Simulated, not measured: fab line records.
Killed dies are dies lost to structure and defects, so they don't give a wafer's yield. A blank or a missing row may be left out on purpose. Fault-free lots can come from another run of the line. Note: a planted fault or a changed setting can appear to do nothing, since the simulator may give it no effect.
Which of the tools did it? + flow gf180mcu + 13 lots with 39 wafers sampled at 5 steps, on a route of 602 steps

## WHAT THE GAUGES SHOWED, per wafer
GF_HV_LDD_RS_MEAS_53: the measuring method here is four-point-probe.
| lot  | measured     | on            | HV_LDD_RS (ohm/sq) |
|------|--------------|---------------|--------------------|
| L612 | day 12 15:30 | film-metro-04 | 418.8 418.7 419.2  |
| L613 | day 13 01:59 | film-metro-04 | 419.0 417.7 417.7  |
| L614 | day 13 08:05 | film-metro-02 | 417.8 417.7 418.2  |
| L617 | day 14 10:52 | film-metro-01 | 417.5 418.7 418.5  |
| L616 | day 14 12:15 | film-metro-04 | 417.2 417.6 417.5  |
| L622 | day 16 07:34 | film-metro-04 | 422.7 421.8 421.5  |
| L623 | day 16 15:34 | film-metro-02 | 418.6 417.3 419.3  |
| L624 | day 17 03:11 | film-metro-04 | 421.3 421.3 422.5  |
| L625 | day 17 05:21 | film-metro-01 | 419.1 419.8 418.0  |
| L629 | day 18 17:35 | film-metro-02 | 418.3 418.0 418.4  |
| L631 | day 19 04:19 | film-metro-02 | 416.7 418.6 416.9  |
| L630 | day 19 06:14 | film-metro-01 | 417.8 417.7 417.1  |
| L633 | day 20 02:18 | film-metro-02 | 416.6 416.0 416.2  |

GF_V3_CD_MEAS_14 targets a cd of 260 nm.
| lot  | measured     | on        | cd-nm (nm)        |
|------|--------------|-----------|-------------------|
| L612 | day 22 15:59 | cd-sem-02 | 260.0 258.6 260.7 |
| L613 | day 23 01:16 | cd-sem-02 | 260.2 260.5 258.8 |
| L614 | day 23 09:28 | cd-sem-02 | 258.7 259.5 259.5 |
| L617 | day 24 16:15 | cd-sem-02 | 260.7 260.0 259.9 |
| L616 | day 24 18:05 | cd-sem-01 | 259.7 258.1 258.8 |
| L622 | day 26 12:47 | cd-sem-02 | 259.3 258.9 259.1 |
| L623 | day 26 18:20 | cd-sem-01 | 260.0 260.1 260.7 |
| L624 | day 27 05:13 | cd-sem-01 | 261.2 260.0 261.2 |
| L625 | day 27 06:44 | cd-sem-01 | 261.8 261.9 262.4 |
| L629 | day 28 16:36 | cd-sem-02 | 262.1 262.0 262.7 |
| L631 | day 28 21:05 | cd-sem-01 | 260.4 260.6 259.7 |
| L630 | day 29 02:07 | cd-sem-01 | 260.6 259.9 261.3 |
| L633 | day 29 16:25 | cd-sem-02 | 260.6 260.5 260.3 |

## WHAT TOOL EACH LOT RAN ON (gives the tool, then ch and the chambers of the sampled wafers, and finally the start)
| lot  | GF_HV_LDD_IMPLANT_33            | GF_V2_ETCH_17                                 | GF_M3_METAL_ETCH_16               |
|------|---------------------------------|-----------------------------------------------|-----------------------------------|
| L612 | implanter-03 ch 0, day 11 19:11 | rie-diel-02 ch 0,2,3, day 21 14:54 or earlier | rie-metal-03 ch 0,1, day 21 14:54 |
| L613 | implanter-04 ch 0, day 12 05:38 | rie-diel-02 ch 0,1,3, day 22 00:36 or earlier | rie-metal-02 ch 0,1, day 22 00:36 |
| L614 | implanter-03 ch 0, day 12 10:47 | rie-diel-03 ch 2,3, day 22 09:20 or earlier   | rie-metal-02 ch 0,1, day 22 09:20 |
| L617 | implanter-04 ch 0, day 13 14:20 | rie-diel-04 ch 0,2,3, day 23 16:38 or earlier | rie-metal-02 ch 0,1, day 23 16:38 |
| L616 | implanter-01 ch 0, day 13 15:18 | rie-diel-02 ch 0,3, day 23 18:20 or earlier   | rie-metal-01 ch 0,1, day 23 18:20 |
| L622 | implanter-04 ch 0, day 15 07:59 | rie-diel-03 ch 0,2,3, day 25 14:58 or earlier | rie-metal-03 ch 0,1, day 25 14:58 |
| L623 | implanter-03 ch 0, day 15 16:39 | rie-diel-03 ch 0,1,3, day 25 19:59 or earlier | rie-metal-03 ch 0,1, day 25 19:59 |
| L624 | implanter-04 ch 0, day 16 00:08 | rie-diel-04 ch 0,3, day 26 07:09 or earlier   | rie-metal-01 ch 0,1, day 26 07:09 |
| L625 | implanter-01 ch 0, day 16 05:38 | rie-diel-03 ch 0,3, day 26 08:29 or earlier   | rie-metal-03 ch 0, day 26 08:29   |
| L629 | implanter-03 ch 0, day 17 17:36 | rie-diel-03 ch 1,3, day 27 19:34 or earlier   | rie-metal-01 ch 0,1, day 27 19:34 |
| L631 | implanter-03 ch 0, day 18 03:10 | rie-diel-02 ch 0,3, day 28 00:26 or earlier   | rie-metal-01 ch 0,1, day 28 00:26 |
| L630 | implanter-01 ch 0, day 18 05:20 | rie-diel-02 ch 0,1, day 28 05:28 or earlier   | rie-metal-01 ch 0,1, day 28 05:28 |
| L633 | implanter-03 ch 0, day 19 00:44 | rie-diel-04 ch 0,2, day 28 20:00 or earlier   | rie-metal-02 ch 0,1, day 28 20:00 |
- GF_HV_LDD_IMPLANT_33
- GF_V2_ETCH_17: etches SiO2 in C4F8/O2/Ar, stops on TiN, target depth 630 nm.
- GF_M3_METAL_ETCH_16: etches the open film in Cl2/BCl3, stops on SiO2, target depth 750.8 nm, time 125.1 s.

## AS READ BY THE TOOLS THEMSELVES (means over the sampled wafers that have a number; for cases with no such wafer, the mark the record gives instead)
GF_HV_LDD_IMPLANT_33.
| lot  | tool         | beam-on-s (s) | dose-ions-cm2 | faraday-current-uA |
|------|--------------|---------------|---------------|--------------------|
| L612 | implanter-03 | 10.00         | 7.5e+12       | 42.4               |
| L613 | implanter-04 | 9.99          | 7.5e+12       | 42.3               |
| L614 | implanter-03 | 9.92          | 7.5e+12       | 42.6               |
| L617 | implanter-04 | 10.06         | 7.5e+12       | 42.0               |
| L616 | implanter-01 | 10.06         | 7.5e+12       | 42.1               |
| L622 | implanter-04 | 10.09         | 6.4e+12       | 36.0               |
| L623 | implanter-03 | 10.10         | 7.5e+12       | 41.9               |
| L624 | implanter-04 | 10.14         | 6.4e+12       | 36.0               |
| L625 | implanter-01 | 10.05         | 7.5e+12       | 42.0               |
| L629 | implanter-03 | 9.95          | 7.5e+12       | 42.5               |
| L631 | implanter-03 | 10.07         | 7.5e+12       | 42.0               |
| L630 | implanter-01 | 10.01         | 7.5e+12       | 42.2               |
| L633 | implanter-03 | 9.82          | 7.5e+12       | 43.1               |

GF_V2_ETCH_17.
| lot  | tool        | oes-product-au (a.u.) |
|------|-------------|-----------------------|
| L612 | rie-diel-02 | 0.854                 |
| L613 | rie-diel-02 | 0.854                 |
| L614 | rie-diel-03 | 0.857                 |
| L617 | rie-diel-04 | 0.862                 |
| L616 | rie-diel-02 | 0.857                 |
| L622 | rie-diel-03 | 0.856                 |
| L623 | rie-diel-03 | 0.851                 |
| L624 | rie-diel-04 | 0.856                 |
| L625 | rie-diel-03 | 0.854                 |
| L629 | rie-diel-03 | 0.854                 |
| L631 | rie-diel-02 | 0.856                 |
| L630 | rie-diel-02 | 0.855                 |
| L633 | rie-diel-04 | 0.854                 |

GF_M3_METAL_ETCH_16.
| lot  | tool         | drypump-motor-current-A (A) | oes-product-au (a.u.) | throttle-valve-pct (%) |
|------|--------------|-----------------------------|-----------------------|------------------------|
| L612 | rie-metal-03 | 6.2                         | 0.989                 | 28.226                 |
| L613 | rie-metal-02 | 5.6                         | 0.989                 | 28.223                 |
| L614 | rie-metal-02 | 5.6                         | 0.993                 | 28.227                 |
| L617 | rie-metal-02 | 6.0                         | 0.990                 | 28.225                 |
| L616 | rie-metal-01 | 6.1                         | 0.985                 | 28.234                 |
| L622 | rie-metal-03 | 6.1                         | 0.997                 | 28.227                 |
| L623 | rie-metal-03 | 6.2                         | 0.990                 | 28.223                 |
| L624 | rie-metal-01 | 6.0                         | 0.994                 | 28.238                 |
| L625 | rie-metal-03 | 6.3                         | 0.995                 | 28.224                 |
| L629 | rie-metal-01 | 6.0                         | 0.993                 | 28.241                 |
| L631 | rie-metal-01 | 6.1                         | 0.989                 | 28.229                 |
| L630 | rie-metal-01 | 6.1                         | 0.991                 | 28.224                 |
| L633 | rie-metal-02 | 5.6                         | 0.994                 | 28.238                 |

## THE ANSWER, worked out from the rows above alone
Rule: usual is defined by the lots themselves. The widest of any qualifying gaps counts: lots, ordered by their means at a reading, are off when they make up no more than a third of the lots, leave a main group of 4 or more, and stand apart from it by 3 or more times the standard deviation of that group's means. A main group is skipped when, at the precision printed for the reading in the tables above, its means are all equal. Also off: a lot with no number at a reading for which 4 or more lots have one. Any other lot the step has rows for is counted as sound. Order of review: gauges by route order, followed by the tools' own readings, for which a lot's mean as printed above is used. The first step at which some lot is off is used, and at that step the reading that is off furthest; a lot without a number counts as furthest.
Off: L622, L624, at GF_HV_LDD_RS_MEAS_53 (HV_LDD_RS). Mean 417.9 ohm/sq and standard deviation 0.73 in the main group.
A tool fits if, at a process step before that reading, it ran every lot that is off, and no sound lot after the first of them. Not tried: the gauges at GF_HV_LDD_RS_MEAS_53; whatever is off there is also off at GF_HV_LDD_IMPLANT_33, on other tools, and gauge error can't account for it. One fits: GF_HV_LDD_IMPLANT_33 on implanter-04. Its last sound lot is L617 (day 13 14:20), its first lot that is off L622 (day 15 07:59): a fault that began between those two fits.
The tool's own readings at GF_HV_LDD_IMPLANT_33 bear it out: on the lots that are off they differ by more than 5 times the standard deviation of the sound lots' means. dose-ions-cm2 reads 6.4e+12 there against 7.5e+12 on the sound lots; faraday-current-uA reads 36.0 there against 42.3 on the sound lots.

## WHAT THE SIMULATOR HAD INSERTED
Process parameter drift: implanter-04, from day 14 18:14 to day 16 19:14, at GF_HV_LDD_IMPLANT_33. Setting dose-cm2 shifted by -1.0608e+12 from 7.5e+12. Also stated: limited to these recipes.
Lots struck among those shown: L622, L624. Same finding as the rule above.
